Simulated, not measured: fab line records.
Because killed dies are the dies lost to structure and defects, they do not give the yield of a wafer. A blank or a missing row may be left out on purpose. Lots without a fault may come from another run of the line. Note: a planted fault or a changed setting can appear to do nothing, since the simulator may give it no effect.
fab line records | flow sky130
record: lots: 24 | wafers: 72 | last_day: 50
route steps=708 shown SONOS_ONO@181 LOCAL_INTERCONNECT@387 CONTACT@432 METAL1@437 VIA2@519 VIA4@642
lots with no fault: from the same line, run without faults
start_h: hours from the record's opening day to when the first of the lot's shown wafers began | wait_h: time in hours since the lot's previous step | " unchanged from the row above | L1.1+2: several wafers, shown together as one row | - value missing, or start not given | * or withheld: withheld | < > ~ a bound
route shown NAME@n: a module of which the file shows steps, and the number in the route of the first | usual: mean and standard deviation over wafers with no fault | same: alike in all rows | chamber/n: place in a boat | sites: per-site readings | _std_site: standard deviation across them | _edge_site: mean of outer sites minus mean of inner sites | radius_mm: how far each site lies from the wafer's centre | mask NAME#n: copy n | behind: the most recent tool/chamber to have shaped the wafer | hold: why the lot was held/for how many hours/how that ended | device: names the non-switching transistor (n, p or np) | end of line: the route-end tests of the same wafers | for a step that has no rows: nothing shown but its recipe | killed: the dies lost at the first sort to structure and to defects; this is not the yield of the wafer | map: per-die view of a wafer (x killed, . not killed, _ where there is no die)
set.NAME: the setting the step ran with; set.NAME@STEP: the setting that earlier step ran with | model.NAME: the simulator's own value behind a step, which no gauge read
route steps across a sampled set of lots; one table per step, one row per wafer
services: a tool's chamber out of use, with start hour (start_h, from the record's first day; less than 0 if before it), hours out, and reason
== steps ==
step: SKY_SONOS_ONO_CD_MEAS_13
recipe: target_cd_nm: 410
usual: cd_nm: 410.0/2.4
lot.wafer | tool      | chamber | start_h | wait_h | cd_nm
L074.2    | cd_sem-02 | -       | 283.16  | 0.1    | 410.5
L074.4    | "         | -       | "       | "      | 408.9
L074.6    | "         | -       | "       | "      | 409.4
L075.2    | cd_sem-01 | -       | 288.01  | 0.1    | 410.8
L075.4    | "         | -       | "       | "      | 412.0
L075.6    | "         | -       | "       | "      | 411.2
L076.2    | cd_sem-02 | -       | 292.71  | 0.1    | 407.5
L076.3    | "         | -       | "       | "      | 408.3
L076.5    | "         | -       | "       | "      | 409.1
L077.1    | cd_sem-02 | -       | 299.59  | 0.1    | 413.2
L077.3    | "         | -       | "       | "      | 412.7
L077.5    | "         | -       | "       | "      | 413.8
L078.1    | cd_sem-01 | -       | 311.28  | 0.1    | 405.9
L078.4    | "         | -       | "       | "      | 406.6
L078.6    | "         | -       | "       | "      | 407.7
L079.2    | cd_sem-01 | -       | 320.01  | 0.1    | 412.3
L079.3    | "         | -       | "       | "      | 410.2
L079.6    | "         | -       | "       | "      | 411.8
L080.1    | cd_sem-01 | -       | 324.68  | 0.1    | 409.4
L080.4    | "         | -       | "       | "      | 408.3
L080.5    | "         | -       | "       | "      | 411.6
L081.3    | cd_sem-01 | -       | 335.23  | 0.1    | 407.3
L081.5    | "         | -       | "       | "      | 408.3
L081.6    | "         | -       | "       | "      | 409.1
L082.1    | cd_sem-01 | -       | 344.38  | 0.1    | 408.4
L082.2    | "         | -       | "       | "      | 406.1
L082.4    | "         | -       | "       | "      | 404.5
L083.2    | cd_sem-01 | -       | 351.16  | 0.1    | 410.7
L083.4    | "         | -       | "       | "      | 411.9
L083.5    | "         | -       | "       | "      | 411.6
L084.3    | cd_sem-01 | -       | 357.93  | 0.1    | 408.6
L084.4    | "         | -       | "       | "      | 408.4
L084.5    | "         | -       | "       | "      | 408.4
L085.2    | cd_sem-01 | -       | 366.31  | 0.1    | 410.8
L085.3    | "         | -       | "       | "      | 410.8
L085.4    | "         | -       | "       | "      | 410.0
L086.1    | cd_sem-01 | -       | 376.99  | 0.1    | 407.6
L086.2    | "         | -       | "       | "      | 406.5
L086.3    | "         | -       | "       | "      | 407.3
L087.2    | cd_sem-01 | -       | 382.55  | 0.1    | 410.7
L087.4    | "         | -       | "       | "      | 413.5
L087.6    | "         | -       | "       | "      | 412.3
L088.3    | cd_sem-01 | -       | 393.58  | 0.1    | 409.2
L088.4    | "         | -       | "       | "      | 410.3
L088.6    | "         | -       | "       | "      | 409.1
L089.1    | cd_sem-02 | -       | 404.54  | 0.1    | 414.7
L089.4    | "         | -       | "       | "      | 413.6
L089.5    | "         | -       | "       | "      | 414.6
L090.2    | cd_sem-01 | -       | 415.90  | 0.1    | 412.2
L090.3    | "         | -       | "       | "      | 413.6
L090.4    | "         | -       | "       | "      | 411.9
L091.1    | cd_sem-01 | -       | 420.23  | 0.1    | 408.8
L091.2    | "         | -       | "       | "      | 410.1
L091.6    | "         | -       | "       | "      | 411.0
L092.1    | cd_sem-01 | -       | 429.24  | 0.1    | 412.2
L092.3    | "         | -       | "       | "      | 412.2
L092.6    | "         | -       | "       | "      | 411.4
L093.1    | cd_sem-01 | -       | 444.04  | 0.1    | 404.2
L093.2    | "         | -       | "       | "      | 404.0
L093.4    | "         | -       | "       | "      | 404.6
L094.2    | cd_sem-01 | -       | 447.55  | 0.1    | 412.8
L094.5    | "         | -       | "       | "      | 411.1
L094.6    | "         | -       | "       | "      | 411.4
L095.3    | cd_sem-02 | -       | 457.18  | 0.1    | 412.0
L095.4    | "         | -       | "       | "      | 411.3
L095.5    | "         | -       | "       | "      | 410.2
L096.1    | cd_sem-01 | -       | 467.19  | 0.1    | 406.8
L096.4    | "         | -       | "       | "      | 409.0
L096.6    | "         | -       | "       | "      | 410.2
L097.2    | cd_sem-01 | -       | 473.96  | 0.1    | 410.6
L097.5    | "         | -       | "       | "      | 411.8
L097.6    | "         | -       | "       | "      | 412.2
step: SKY_LOCAL_INTERCONNECT_SPUTTER_00
recipe: material: TiN | target_thk_nm: 100 | temp_c: 300 | power_w: 6500 | time_s: 83.3 | chamber_pressure_pa: 0.4
usual: substrate_temp_c: 300.00/0.19 | susceptor_temp_C: 300.04/0.2 | throttle_valve_pct: 29.9/0.99
lot.wafer | tool           | chamber | start_h | wait_h | substrate_temp_c | susceptor_temp_C | throttle_valve_pct
L074.2    | pvd_sputter-03 | -       | 678.10  | 0.2    | 300.36           | 300.03           | 31.4
L074.4    | "              | -       | "       | "      | 299.61           | 299.82           | 29.3
L074.6    | "              | -       | "       | "      | 300.01           | 299.86           | 30.2
L075.2    | pvd_sputter-01 | -       | 688.00  | 0.1    | 300.11           | 299.62           | 27.7
L075.4    | "              | -       | "       | "      | 300.05           | 300.20           | 31.0
L075.6    | "              | -       | "       | "      | 299.99           | 300.15           | 29.3
L076.2    | pvd_sputter-04 | -       | 690.42  | 0.2    | 300.00           | 299.99           | 29.4
L076.3    | "              | -       | "       | "      | 300.03           | 299.39           | 30.8
L076.5    | "              | -       | "       | "      | 300.12           | 300.07           | 30.2
L077.1    | pvd_sputter-03 | -       | 699.16  | 0.2    | 299.93           | 299.96           | 30.3
L077.3    | "              | -       | "       | "      | 300.17           | 300.00           | 29.1
L077.5    | "              | -       | "       | "      | 299.93           | 300.23           | 30.6
L078.1    | pvd_sputter-01 | -       | 710.25  | 0.2    | 299.65           | 299.73           | 29.8
L078.4    | "              | -       | "       | "      | 300.10           | 300.19           | 29.2
L078.6    | "              | -       | "       | "      | 300.06           | 299.91           | 29.3
L079.2    | pvd_sputter-04 | -       | 714.45  | 0.2    | 300.25           | 300.28           | 29.2
L079.3    | "              | -       | "       | "      | 300.08           | 300.35           | 30.1
L079.6    | "              | -       | "       | "      | 300.17           | 299.81           | 30.1
L080.1    | pvd_sputter-01 | -       | 723.50  | 0.1    | 300.08           | 299.88           | 28.0
L080.4    | "              | -       | "       | "      | 299.99           | 300.15           | 29.1
L080.5    | "              | -       | "       | "      | 299.62           | 300.33           | 27.7
L081.3    | pvd_sputter-01 | -       | 736.10  | 0.1    | 299.63           | 299.80           | 29.7
L081.5    | "              | -       | "       | "      | 300.03           | 300.02           | 29.2
L081.6    | "              | -       | "       | "      | 299.90           | 299.87           | 27.8
L082.1    | pvd_sputter-03 | -       | 742.96  | 0.2    | 300.08           | 299.84           | 30.8
L082.2    | "              | -       | "       | "      | 300.15           | 299.97           | 30.5
L082.4    | "              | -       | "       | "      | 300.43           | 299.79           | 29.3
L083.2    | pvd_sputter-04 | -       | 753.57  | 0.1    | 299.73           | 299.98           | 29.2
L083.4    | "              | -       | "       | "      | 300.15           | 299.93           | 30.7
L083.5    | "              | -       | "       | "      | 300.17           | 300.26           | 29.9
L084.3    | pvd_sputter-01 | -       | 760.06  | 0.2    | 300.26           | 299.93           | 29.2
L084.4    | "              | -       | "       | "      | 299.91           | 300.02           | 30.7
L084.5    | "              | -       | "       | "      | 299.95           | 300.05           | 31.0
L085.2    | pvd_sputter-01 | -       | 769.72  | 0.2    | 300.59           | 300.01           | 30.7
L085.3    | "              | -       | "       | "      | 299.82           | 300.30           | 29.1
L085.4    | "              | -       | "       | "      | 300.10           | 300.24           | 27.8
L086.1    | pvd_sputter-03 | -       | 773.80  | 0.1    | 299.94           | 300.51           | 31.4
L086.2    | "              | -       | "       | "      | 300.38           | 300.14           | 31.0
L086.3    | "              | -       | "       | "      | 299.92           | 299.72           | 30.6
L087.2    | pvd_sputter-03 | -       | 781.75  | 0.1    | 299.92           | 300.25           | 31.2
L087.4    | "              | -       | "       | "      | 300.15           | 300.41           | 30.7
L087.6    | "              | -       | "       | "      | 299.76           | 300.00           | 31.3
L088.3    | pvd_sputter-03 | -       | 787.70  | 0.1    | 300.05           | 300.16           | 31.6
L088.4    | "              | -       | "       | "      | 300.04           | 300.07           | 30.4
L088.6    | "              | -       | "       | "      | 299.69           | 300.03           | 29.1
L089.1    | pvd_sputter-04 | -       | 797.47  | 0.1    | 299.79           | 299.91           | 30.7
L089.4    | "              | -       | "       | "      | 299.78           | 300.17           | 29.7
L089.5    | "              | -       | "       | "      | 299.70           | 300.04           | 29.0
L090.2    | pvd_sputter-04 | -       | 809.50  | 0.1    | 300.15           | 299.94           | 29.8
L090.3    | "              | -       | "       | "      | 299.92           | 300.31           | 30.6
L090.4    | "              | -       | "       | "      | 300.19           | 300.06           | 29.4
L091.1    | pvd_sputter-01 | -       | 813.21  | 0.1    | 299.98           | 300.12           | 30.8
L091.2    | "              | -       | "       | "      | 299.97           | 299.88           | 29.1
L091.6    | "              | -       | "       | "      | 299.83           | 300.22           | 31.0
L092.1    | pvd_sputter-04 | -       | 819.32  | 0.2    | 300.17           | 300.18           | 29.9
L092.3    | "              | -       | "       | "      | 299.68           | 299.68           | 29.2
L092.6    | "              | -       | "       | "      | 300.29           | 299.97           | 30.0
L093.1    | pvd_sputter-03 | -       | 831.01  | 0.1    | 300.25           | 300.16           | 30.5
L093.2    | "              | -       | "       | "      | 299.86           | 299.99           | 29.3
L093.4    | "              | -       | "       | "      | 299.97           | 299.83           | 31.6
L094.2    | pvd_sputter-04 | -       | 836.53  | 0.1    | 300.06           | 300.18           | 30.5
L094.5    | "              | -       | "       | "      | 299.99           | 299.93           | 30.4
L094.6    | "              | -       | "       | "      | 300.25           | 300.17           | 30.7
L095.3    | pvd_sputter-03 | -       | 848.85  | 0.1    | 299.76           | 300.24           | 30.7
L095.4    | "              | -       | "       | "      | 300.02           | 299.88           | 29.4
L095.5    | "              | -       | "       | "      | 299.99           | 300.57           | 31.6
L096.1    | pvd_sputter-01 | -       | 853.37  | 0.2    | 300.22           | 300.39           | 28.9
L096.4    | "              | -       | "       | "      | 299.60           | 300.30           | 27.5
L096.6    | "              | -       | "       | "      | 300.04           | 300.33           | 29.4
L097.2    | pvd_sputter-04 | -       | 857.68  | 0.1    | 300.26           | 300.15           | 28.9
L097.5    | "              | -       | "       | "      | 300.09           | 300.11           | 29.2
L097.6    | "              | -       | "       | "      | 300.07           | 299.59           | 30.1
step: SKY_CONTACT_THK_MEAS_26
recipe: thk_meas_gauge: xrf | reads: W_of_CONTACT_CVD_24
usual: CONTACT_W_THK: 341/8.1
lot.wafer | tool          | chamber | start_h | wait_h | CONTACT_W_THK[nm]
L074.2    | film_metro-02 | -       | 736.71  | 0.1    | 341
L074.4    | "             | -       | "       | "      | 337
L074.6    | "             | -       | "       | "      | 343
L075.2    | film_metro-01 | -       | 747.46  | 0.1    | 333
L075.4    | "             | -       | "       | "      | 332
L075.6    | "             | -       | "       | "      | 326
L076.2    | film_metro-03 | -       | 748.01  | 0.1    | 342
L076.3    | "             | -       | "       | "      | 346
L076.5    | "             | -       | "       | "      | 346
L077.1    | film_metro-03 | -       | 756.63  | 0.1    | 342
L077.3    | "             | -       | "       | "      | 339
L077.5    | "             | -       | "       | "      | 340
L078.1    | film_metro-02 | -       | 768.35  | 0.1    | 348
L078.4    | "             | -       | "       | "      | 353
L078.6    | "             | -       | "       | "      | 350
L079.2    | film_metro-01 | -       | 772.36  | 0.1    | 327
L079.3    | "             | -       | "       | "      | 332
L079.6    | "             | -       | "       | "      | 331
L080.1    | film_metro-03 | -       | 781.43  | 0.1    | 345
L080.4    | "             | -       | "       | "      | 342
L080.5    | "             | -       | "       | "      | 339
L081.3    | film_metro-02 | -       | 792.33  | 0.1    | 339
L081.5    | "             | -       | "       | "      | 346
L081.6    | "             | -       | "       | "      | 346
L082.1    | film_metro-01 | -       | 799.09  | 0.1    | 333
L082.2    | "             | -       | "       | "      | 335
L082.4    | "             | -       | "       | "      | 331
L083.2    | film_metro-03 | -       | 809.46  | 0.1    | 343
L083.4    | "             | -       | "       | "      | 344
L083.5    | "             | -       | "       | "      | 340
L084.3    | film_metro-02 | -       | 814.47  | 0.1    | 350
L084.4    | "             | -       | "       | "      | 356
L084.5    | "             | -       | "       | "      | 355
L085.2    | film_metro-02 | -       | 826.51  | 0.1    | 353
L085.3    | "             | -       | "       | "      | 353
L085.4    | "             | -       | "       | "      | 343
L086.1    | film_metro-01 | -       | 829.43  | 0.1    | 344
L086.2    | "             | -       | "       | "      | 340
L086.3    | "             | -       | "       | "      | 342
L087.2    | film_metro-02 | -       | 836.75  | 0.1    | 357
L087.4    | "             | -       | "       | "      | 352
L087.6    | "             | -       | "       | "      | 350
L088.3    | film_metro-02 | -       | 843.35  | 0.1    | 346
L088.4    | "             | -       | "       | "      | 347
L088.6    | "             | -       | "       | "      | 351
L089.1    | film_metro-01 | -       | 853.62  | 0.1    | 337
L089.4    | "             | -       | "       | "      | 339
L089.5    | "             | -       | "       | "      | 337
L090.2    | film_metro-03 | -       | 864.27  | 0.1    | 339
L090.3    | "             | -       | "       | "      | 340
L090.4    | "             | -       | "       | "      | 335
L091.1    | film_metro-02 | -       | 867.75  | 0.1    | 350
L091.2    | "             | -       | "       | "      | 355
L091.6    | "             | -       | "       | "      | 349
L092.1    | film_metro-01 | -       | 874.61  | 0.1    | 337
L092.3    | "             | -       | "       | "      | 343
L092.6    | "             | -       | "       | "      | 341
L093.1    | film_metro-01 | -       | 885.55  | 0.1    | 329
L093.2    | "             | -       | "       | "      | 324
L093.4    | "             | -       | "       | "      | 332
L094.2    | film_metro-03 | -       | 890.41  | 0.1    | 346
L094.5    | "             | -       | "       | "      | 340
L094.6    | "             | -       | "       | "      | 344
L095.3    | film_metro-01 | -       | 903.88  | 0.1    | 328
L095.4    | "             | -       | "       | "      | 332
L095.5    | "             | -       | "       | "      | 334
L096.1    | film_metro-03 | -       | 907.70  | 0.1    | 334
L096.4    | "             | -       | "       | "      | 336
L096.6    | "             | -       | "       | "      | 337
L097.2    | film_metro-03 | -       | 912.32  | 0.1    | 334
L097.5    | "             | -       | "       | "      | 334
L097.6    | "             | -       | "       | "      | 341
step: SKY_METAL1_SPUTTER_03
recipe: material: Ti | target_thk_nm: 5 | power_w: 3000 | time_s: 3.3 | chamber_pressure_pa: 0.4
usual: throttle_valve_pct: 29.8/0.88
lot.wafer | tool           | chamber | start_h | wait_h | throttle_valve_pct
L074.2    | pvd_sputter-04 | -       | 737.13  | 0.0    | 29.9
L074.4    | "              | -       | "       | "      | 30.5
L074.6    | "              | -       | "       | "      | 30.5
L075.2    | pvd_sputter-01 | -       | 747.88  | 0.0    | 27.7
L075.4    | "              | -       | "       | "      | 31.0
L075.6    | "              | -       | "       | "      | 29.6
L076.2    | pvd_sputter-04 | -       | 748.50  | 0.0    | 30.4
L076.3    | "              | -       | "       | "      | 30.7
L076.5    | "              | -       | "       | "      | 29.3
L077.1    | pvd_sputter-02 | -       | 757.06  | 0.0    | 30.9
L077.3    | "              | -       | "       | "      | 30.5
L077.5    | "              | -       | "       | "      | 29.9
L078.1    | pvd_sputter-02 | -       | 768.78  | 0.0    | 30.0
L078.4    | "              | -       | "       | "      | 29.6
L078.6    | "              | -       | "       | "      | 29.7
L079.2    | pvd_sputter-04 | -       | 772.79  | 0.0    | 30.7
L079.3    | "              | -       | "       | "      | 29.8
L079.6    | "              | -       | "       | "      | 29.9
L080.1    | pvd_sputter-04 | -       | 782.12  | 0.0    | 30.2
L080.4    | "              | -       | "       | "      | 30.1
L080.5    | "              | -       | "       | "      | 30.8
L081.3    | pvd_sputter-04 | -       | 792.74  | 0.0    | 30.6
L081.5    | "              | -       | "       | "      | 29.2
L081.6    | "              | -       | "       | "      | 30.4
L082.1    | pvd_sputter-01 | -       | 799.52  | 0.0    | 27.9
L082.2    | "              | -       | "       | "      | 29.7
L082.4    | "              | -       | "       | "      | 29.1
L083.2    | pvd_sputter-02 | -       | 809.88  | 0.0    | 30.0
L083.4    | "              | -       | "       | "      | 29.9
L083.5    | "              | -       | "       | "      | 30.0
L084.3    | pvd_sputter-01 | -       | 814.88  | 0.0    | 27.7
L084.4    | "              | -       | "       | "      | 29.0
L084.5    | "              | -       | "       | "      | 29.4
L085.2    | pvd_sputter-01 | -       | 826.94  | 0.0    | 30.5
L085.3    | "              | -       | "       | "      | 27.8
L085.4    | "              | -       | "       | "      | 29.2
L086.1    | pvd_sputter-04 | -       | 829.86  | 0.0    | 30.0
L086.2    | "              | -       | "       | "      | 30.8
L086.3    | "              | -       | "       | "      | 29.2
L087.2    | pvd_sputter-01 | -       | 837.18  | 0.0    | 30.7
L087.4    | "              | -       | "       | "      | 29.3
L087.6    | "              | -       | "       | "      | 30.8
L088.3    | pvd_sputter-01 | -       | 843.76  | 0.0    | 30.9
L088.4    | "              | -       | "       | "      | 30.0
L088.6    | "              | -       | "       | "      | 27.8
L089.1    | pvd_sputter-02 | -       | 854.49  | 0.0    | 30.2
L089.4    | "              | -       | "       | "      | 30.8
L089.5    | "              | -       | "       | "      | 30.0
L090.2    | pvd_sputter-01 | -       | 864.69  | 0.0    | 29.8
L090.3    | "              | -       | "       | "      | 30.8
L090.4    | "              | -       | "       | "      | 29.3
L091.1    | pvd_sputter-04 | -       | 868.18  | 0.0    | 30.5
L091.2    | "              | -       | "       | "      | 30.7
L091.6    | "              | -       | "       | "      | 29.2
L092.1    | pvd_sputter-01 | -       | 875.05  | 0.0    | 27.8
L092.3    | "              | -       | "       | "      | 29.7
L092.6    | "              | -       | "       | "      | 29.8
L093.1    | pvd_sputter-01 | -       | 885.98  | 0.0    | 27.8
L093.2    | "              | -       | "       | "      | 30.8
L093.4    | "              | -       | "       | "      | 29.1
L094.2    | pvd_sputter-04 | -       | 890.83  | 0.0    | 30.4
L094.5    | "              | -       | "       | "      | 29.9
L094.6    | "              | -       | "       | "      | 30.6
L095.3    | pvd_sputter-01 | -       | 904.29  | 0.0    | 29.0
L095.4    | "              | -       | "       | "      | 30.8
L095.5    | "              | -       | "       | "      | 29.8
L096.1    | pvd_sputter-04 | -       | 908.35  | 0.0    | 29.1
L096.4    | "              | -       | "       | "      | 30.7
L096.6    | "              | -       | "       | "      | 29.3
L097.2    | pvd_sputter-01 | -       | 912.82  | 0.0    | 28.0
L097.5    | "              | -       | "       | "      | 29.0
L097.6    | "              | -       | "       | "      | 29.7
step: SKY_VIA2_CD_MEAS_12
recipe: target_cd_nm: 200
usual: cd_nm: 200.0/1.3
lot.wafer | tool      | chamber | start_h | wait_h | cd_nm
L074.2    | cd_sem-01 | -       | 849.46  | -      | 199.9
L074.4    | "         | -       | "       | "      | 201.3
L074.6    | "         | -       | "       | "      | 201.0
L075.2    | cd_sem-01 | -       | 857.75  | -      | 199.3
L075.4    | "         | -       | "       | "      | 199.1
L075.6    | "         | -       | "       | "      | 199.3
L076.2    | cd_sem-02 | -       | 858.08  | -      | 198.4
L076.3    | "         | -       | "       | "      | 198.7
L076.5    | "         | -       | "       | "      | 199.3
L077.1    | cd_sem-01 | -       | 867.18  | -      | 198.9
L077.3    | "         | -       | "       | "      | 198.9
L077.5    | "         | -       | "       | "      | 199.6
L078.1    | cd_sem-01 | -       | 878.53  | -      | 200.9
L078.4    | "         | -       | "       | "      | 201.1
L078.6    | "         | -       | "       | "      | 200.3
L079.2    | cd_sem-02 | -       | 882.26  | -      | 198.8
L079.3    | "         | -       | "       | "      | 199.4
L079.6    | "         | -       | "       | "      | 198.7
L080.1    | cd_sem-01 | -       | 891.49  | -      | 199.8
L080.4    | "         | -       | "       | "      | 200.4
L080.5    | "         | -       | "       | "      | 201.8
L081.3    | cd_sem-02 | -       | 903.07  | -      | 201.6
L081.5    | "         | -       | "       | "      | 201.2
L081.6    | "         | -       | "       | "      | 201.2
L082.1    | cd_sem-01 | -       | 908.14  | -      | 199.4
L082.2    | "         | -       | "       | "      | 200.3
L082.4    | "         | -       | "       | "      | 200.2
L083.2    | cd_sem-02 | -       | 916.60  | -      | 199.5
L083.4    | "         | -       | "       | "      | 199.4
L083.5    | "         | -       | "       | "      | 198.6
L084.3    | cd_sem-02 | -       | 922.57  | -      | 200.3
L084.4    | "         | -       | "       | "      | 198.9
L084.5    | "         | -       | "       | "      | 200.5
L085.2    | cd_sem-02 | -       | 933.71  | -      | 202.1
L085.3    | "         | -       | "       | "      | 202.4
L085.4    | "         | -       | "       | "      | 200.8
L086.1    | cd_sem-01 | -       | 936.88  | -      | 201.9
L086.2    | "         | -       | "       | "      | 201.8
L086.3    | "         | -       | "       | "      | 201.9
L087.2    | cd_sem-01 | -       | 943.25  | -      | 199.4
L087.4    | "         | -       | "       | "      | 200.8
L087.6    | "         | -       | "       | "      | 200.3
L088.3    | cd_sem-02 | -       | 949.97  | -      | 198.8
L088.4    | "         | -       | "       | "      | 201.0
L088.6    | "         | -       | "       | "      | 200.3
L089.1    | cd_sem-02 | -       | 959.04  | -      | 198.5
L089.4    | "         | -       | "       | "      | 198.0
L089.5    | "         | -       | "       | "      | 198.8
L090.2    | cd_sem-02 | -       | 969.47  | -      | 199.7
L090.3    | "         | -       | "       | "      | 197.5
L090.4    | "         | -       | "       | "      | 199.1
L091.1    | cd_sem-02 | -       | 970.93  | -      | 199.9
L091.2    | "         | -       | "       | "      | 198.5
L091.6    | "         | -       | "       | "      | 199.4
L092.1    | cd_sem-02 | -       | 978.48  | -      | 201.7
L092.3    | "         | -       | "       | "      | 202.3
L092.6    | "         | -       | "       | "      | 201.6
L093.1    | cd_sem-01 | -       | 990.98  | -      | 200.0
L093.2    | "         | -       | "       | "      | 198.8
L093.4    | "         | -       | "       | "      | 199.4
L094.2    | cd_sem-01 | -       | 992.21  | -      | 201.7
L094.5    | "         | -       | "       | "      | 199.4
L094.6    | "         | -       | "       | "      | 200.0
L095.3    | cd_sem-01 | -       | 1004.92 | -      | 201.2
L095.4    | "         | -       | "       | "      | 201.4
L095.5    | "         | -       | "       | "      | 201.3
L096.1    | cd_sem-01 | -       | 1008.53 | -      | 199.2
L096.4    | "         | -       | "       | "      | 197.3
L096.6    | "         | -       | "       | "      | 198.6
L097.2    | cd_sem-01 | -       | 1014.90 | -      | 200.2
L097.5    | "         | -       | "       | "      | 200.1
L097.6    | "         | -       | "       | "      | 199.2
step: SKY_VIA4_BOW_MEAS_03
recipe: mode: bow
usual: VIA4_BOW: 78/7.8
lot.wafer | tool          | chamber | start_h | wait_h | VIA4_BOW[um]
L074.2    | film_metro-02 | -       | 982.81  | 0.2    | 81
L074.4    | "             | -       | "       | "      | 69
L074.6    | "             | -       | "       | "      | 81
L075.2    | film_metro-03 | -       | 990.06  | 0.3    | 65
L075.4    | "             | -       | "       | "      | 77
L075.6    | "             | -       | "       | "      | 64
L076.2    | film_metro-02 | -       | 992.53  | 0.3    | 88
L076.3    | "             | -       | "       | "      | 69
L076.5    | "             | -       | "       | "      | 71
L077.1    | film_metro-01 | -       | 998.18  | 0.2    | 75
L077.3    | "             | -       | "       | "      | 73
L077.5    | "             | -       | "       | "      | 75
L078.1    | film_metro-03 | -       | 1009.31 | 0.1    | 79
L078.4    | "             | -       | "       | "      | 78
L078.6    | "             | -       | "       | "      | 83
L079.2    | film_metro-01 | -       | 1012.26 | 0.2    | 82
L079.3    | "             | -       | "       | "      | 75
L079.6    | "             | -       | "       | "      | 67
L080.1    | film_metro-02 | -       | 1020.20 | 0.2    | 76
L080.4    | "             | -       | "       | "      | 79
L080.5    | "             | -       | "       | "      | 91
L081.3    | film_metro-02 | -       | 1030.77 | 0.2    | 69
L081.5    | "             | -       | "       | "      | 65
L081.6    | "             | -       | "       | "      | 70
L082.1    | film_metro-01 | -       | 1036.50 | 0.1    | 88
L082.2    | "             | -       | "       | "      | 102
L082.4    | "             | -       | "       | "      | 85
L083.2    | film_metro-01 | -       | 1043.90 | 0.1    | 93
L083.4    | "             | -       | "       | "      | 88
L083.5    | "             | -       | "       | "      | 83
L084.3    | film_metro-01 | -       | 1049.22 | 0.2    | 75
L084.4    | "             | -       | "       | "      | 71
L084.5    | "             | -       | "       | "      | 87
L085.2    | film_metro-01 | -       | 1058.53 | 0.3    | 70
L085.3    | "             | -       | "       | "      | 74
L085.4    | "             | -       | "       | "      | 72
L086.1    | film_metro-01 | -       | 1061.55 | 0.2    | 75
L086.2    | "             | -       | "       | "      | 94
L086.3    | "             | -       | "       | "      | 72
L087.2    | film_metro-01 | -       | 1066.93 | 0.1    | 86
L087.4    | "             | -       | "       | "      | 89
L087.6    | "             | -       | "       | "      | 71
L088.3    | film_metro-02 | -       | 1074.84 | 0.3    | 73
L088.4    | "             | -       | "       | "      | 74
L088.6    | "             | -       | "       | "      | 72
L089.1    | film_metro-01 | -       | 1080.75 | 0.2    | 77
L089.4    | "             | -       | "       | "      | 80
L089.5    | "             | -       | "       | "      | 97
L090.2    | film_metro-03 | -       | 1090.43 | 0.2    | 73
L090.3    | "             | -       | "       | "      | 80
L090.4    | "             | -       | "       | "      | 77
L091.1    | film_metro-02 | -       | 1091.89 | 0.1    | 77
L091.2    | "             | -       | "       | "      | 70
L091.6    | "             | -       | "       | "      | 80
L092.1    | film_metro-03 | -       | 1096.99 | 0.2    | 87
L092.3    | "             | -       | "       | "      | 87
L092.6    | "             | -       | "       | "      | 71
L093.1    | film_metro-01 | -       | 1108.91 | 0.1    | 68
L093.2    | "             | -       | "       | "      | 70
L093.4    | "             | -       | "       | "      | 81
L094.2    | film_metro-01 | -       | 1110.74 | 0.3    | 88
L094.5    | "             | -       | "       | "      | 86
L094.6    | "             | -       | "       | "      | 84
L095.3    | film_metro-01 | -       | 1120.20 | 0.3    | 86
L095.4    | "             | -       | "       | "      | 93
L095.5    | "             | -       | "       | "      | 91
L096.1    | film_metro-01 | -       | 1121.40 | 0.2    | 81
L096.4    | "             | -       | "       | "      | 80
L096.6    | "             | -       | "       | "      | 72
L097.2    | film_metro-03 | -       | 1128.03 | 0.2    | 84
L097.5    | "             | -       | "       | "      | 70
L097.6    | "             | -       | "       | "      | 73
== services ==
tool           | chamber | start_h | hours | kind
pvd_sputter-02 | 2       | 689.80  | -     | consumable_replace:kit
pvd_sputter-02 | 2       | 689.80  | 18.0  | scheduled_down
pvd_sputter-02 | 2       | 689.80  | 18.0  | vent_cycle
pvd_sputter-01 | 3       | 720.00  | -     | consumable_replace:kit
pvd_sputter-01 | 3       | 720.00  | 18.0  | scheduled_down
pvd_sputter-01 | 3       | 720.00  | 18.0  | vent_cycle
pvd_sputter-03 | -       | 728.69  | 11.5  | repair
pvd_sputter-03 | -       | 763.04  | 5.3   | repair
pvd_sputter-04 | 3       | 782.19  | -     | consumable_replace:kit
pvd_sputter-04 | 3       | 782.19  | 18.0  | scheduled_down
pvd_sputter-04 | 3       | 782.19  | 18.0  | vent_cycle
pvd_sputter-04 | -       | 791.24  | 1.4   | repair
pvd_sputter-02 | -       | 815.19  | 4.5   | repair
pvd_sputter-01 | -       | 849.35  | 1.8   | repair
pvd_sputter-02 | -       | 856.05  | 1.2   | repair
pvd_sputter-02 | -       | 872.16  | 27.3  | repair
pvd_sputter-03 | -       | 884.25  | 2.4   | repair
pvd_sputter-04 | 2       | 910.25  | -     | consumable_replace:kit
pvd_sputter-04 | 2       | 910.25  | 18.0  | scheduled_down
pvd_sputter-04 | 2       | 910.25  | 18.0  | vent_cycle
== key ==
fault none
